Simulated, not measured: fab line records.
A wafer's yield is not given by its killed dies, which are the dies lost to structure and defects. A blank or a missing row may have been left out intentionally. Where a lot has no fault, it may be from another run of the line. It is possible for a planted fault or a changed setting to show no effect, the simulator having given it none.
Code-filled problem report in 8D (eight disciplines) form | flow gf180mcu | the parts of the form that need people (team, actions taken, sign-off) are left out

## 1. PROBLEM STATEMENT
M2_ALCU_RS at GF_M2_RS_MEAS_05 reads a mean of 0.0639 ohm/sq on 1 wafer of 1 lot; wafers without a fault read 0.0691 ohm/sq with a standard deviation of 0.00074. Relative to the usual mean, that is a shift of -7.0 standard deviations.
The step: measures by four-point-probe.
First seen on wafer L304.2, day 23 08:54, on film-metro-02. Wafers with a number at this step in the record: 30, from 10 lots. The rule behind "out" and "out of limits": a value lying over 4 standard deviations away from the usual mean. The other wafers with a number count as sound.

## 2. WHAT IT IS, WHAT IT ISN'T
question                    | is                | is not
which readings at this step | M2_ALCU_RS        | -
which lots                  | L304              | L292, L293, L294, L297, L302, L307, L311, L312, L314
which wafers of those lots  | L304.2            | L304.1, L304.6
read on which gauges        | film-metro-02     | film-metro-03, film-metro-04
when                        | from day 23 08:54 | up to then (17 sound wafers); but 12 sound wafers of L307, L311, L312, L314 came after

## 3. SUSPECTS, AND WHAT RULES EACH OUT
Counting: if a tool at a process step up to the reading ran every lot that is out, it stays a suspect. Sound lots after the first of them don't rule it out here, since some wafers of a struck lot are sound.
- ruled out: the gauge at GF_M2_RS_MEAS_05. All the wafers that are out were read on film-metro-02, but those of them that GF_M2_SPUTTER_02 has rows for are out there too, on other tools.
- pecvd-02 at GF_V1_CVD_02 (deposits SiO2 from TEOS, target thk 850 nm, time 94.851 s): kept. It ran the lot that is out, L304 (day 22 07:08); its last sound lot up to then is L302 (day 21 10:59).
- rie-diel-03 at GF_V1_ETCH_16 (etches BARC in N2/H2): kept. It ran the lot that is out, L304 (day 23 07:16); its last sound lot up to then is L294 (day 19 10:49).
- pvd-sputter-02 at GF_M2_SPUTTER_02 (material AlCu, target thk 450 nm, time 23.9 s): kept. It ran the lot that is out, L304 (day 23 08:49); its last sound lot up to then is L297 (day 20 13:32). Its own cathode-dc-power-W readings are out on those wafers.
- The sound lot-mates ran in chamber 0 of pecvd-02 at GF_V1_CVD_02, but the wafers that are out ran in chamber 2.
- The sound lot-mates ran in chamber 1 of rie-diel-03 at GF_V1_ETCH_16, but the wafers that are out ran in chamber 3.
Still standing after the count: pecvd-02 at GF_V1_CVD_02, rie-diel-03 at GF_V1_ETCH_16, pvd-sputter-02 at GF_M2_SPUTTER_02.

## 4. THE CAUSE (what the simulator had put in)
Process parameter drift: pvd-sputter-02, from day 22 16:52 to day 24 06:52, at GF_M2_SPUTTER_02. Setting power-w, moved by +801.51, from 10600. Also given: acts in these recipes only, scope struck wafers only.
This tool is one of the 3 suspects left after counting.

## 5. SEQUENCE OF EFFECTS, ordered by route
Each row: a reading whose mean over the struck wafers that have a number lies more than 3 standard deviations from the usual. Scope: only readings with a usual standard deviation given in the record; hours: median across lots of the time from each lot's start at the first step in this table that gives one to its start at this step; sigmas: change in usual standard deviations.
hours | step                | reading            | usual         | on struck wafers | change  | sigmas
0     | GF_M2_SPUTTER_02    | cathode-dc-power-W | 10600 W       | 11403            | +803    | +99 or more
0     | GF_M2_RS_MEAS_05    | M2_ALCU_RS         | 0.0691 ohm/sq | 0.0639           | -0.0052 | -7.0
0     | GF_M2_THK_MEAS_06   | M2_ALCU_THK        | 443 nm        | 476              | +33     | +6.7
22    | GF_M2_METAL_ETCH_16 | oes-product-au     | 0.974 a.u.    | 1.002            | +0.028  | +4.5
Here are the process steps it includes:
- GF_M2_SPUTTER_02: material AlCu, target thk 450 nm, time 23.9 s.
- GF_M2_METAL_ETCH_16: etches the open film in Cl2/BCl3, stops on SiO2, target depth 627.5 nm, time 104.6 s.

## 6. WHAT WOULD HAVE CAUGHT IT SOONER
The first out-of-limits reading at a measuring or inspecting step in this record came at day 23 08:54, 16 hours after the fault's start at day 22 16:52.
Tool's own readings at GF_M2_SPUTTER_02, cathode-dc-power-W: out on all struck wafers the step has rows for; an alarm limit on them would have tripped on the first.
By day 23 08:54 the whole set of lots that are out, 1 in number, had already begun GF_M2_SPUTTER_02 on pvd-sputter-02. Had the tool been put on hold then, not one of them would have been saved.
